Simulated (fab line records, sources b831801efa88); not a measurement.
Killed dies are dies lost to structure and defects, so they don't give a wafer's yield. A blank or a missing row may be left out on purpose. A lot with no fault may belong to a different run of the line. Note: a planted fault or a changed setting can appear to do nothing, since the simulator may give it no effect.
Chamber matching ; flow gf180mcu ; GF_V2_CMP_26 on cmp-02 has 4 sister chambers
The step polishes, stops on SiO2, t overpolish 15 s, target thk 0 nm. 4 wafers are shown with their chamber, then 6 later ones without.

## WAFERS, EACH WITH ITS CHAMBER
wafer;chamber;motor-current-A (A)
L380.2;1;10.0
L384.5;2;11.6
L387.3;0;13.2
L387.5;3;10.6

## WAFERS WITH NO CHAMBER GIVEN
wafer;motor-current-A (A)
L387.6;12.7
L397.2;10.7
L397.4;13.0
L401.2;9.8
L401.5;11.2
L401.6;10.8

## EACH ONE'S CHAMBER
wafer;from the rows above;in truth
L387.6;can't be placed: 0 or 2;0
L397.2;can't be placed: 3 or 1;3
L397.4;0;0
L401.2;can't be placed: 1 or 3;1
L401.5;can't be placed: 2 or 3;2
L401.6;can't be placed: 3 or 2 or 1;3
Placed correctly: 1 of 6. Unplaceable from these rows: 5, with the true chamber sitting among the candidates in 5. 0 placed wrongly.
How it was worked out, from the rows above alone: a wafer's distance from a chamber is the root of the sum, over the readings, of the square of ((its reading less the chamber's mean) divided by the reading's scatter). If the next closest chamber is less than 2 further off than the closest, the wafer can't be placed; otherwise it belongs to the closest. Each chamber's mean is taken over the wafers shown for it. The scatter: root of mean squared gap, hidden wafer to nearest shown wafer, with one shown wafer a chamber.
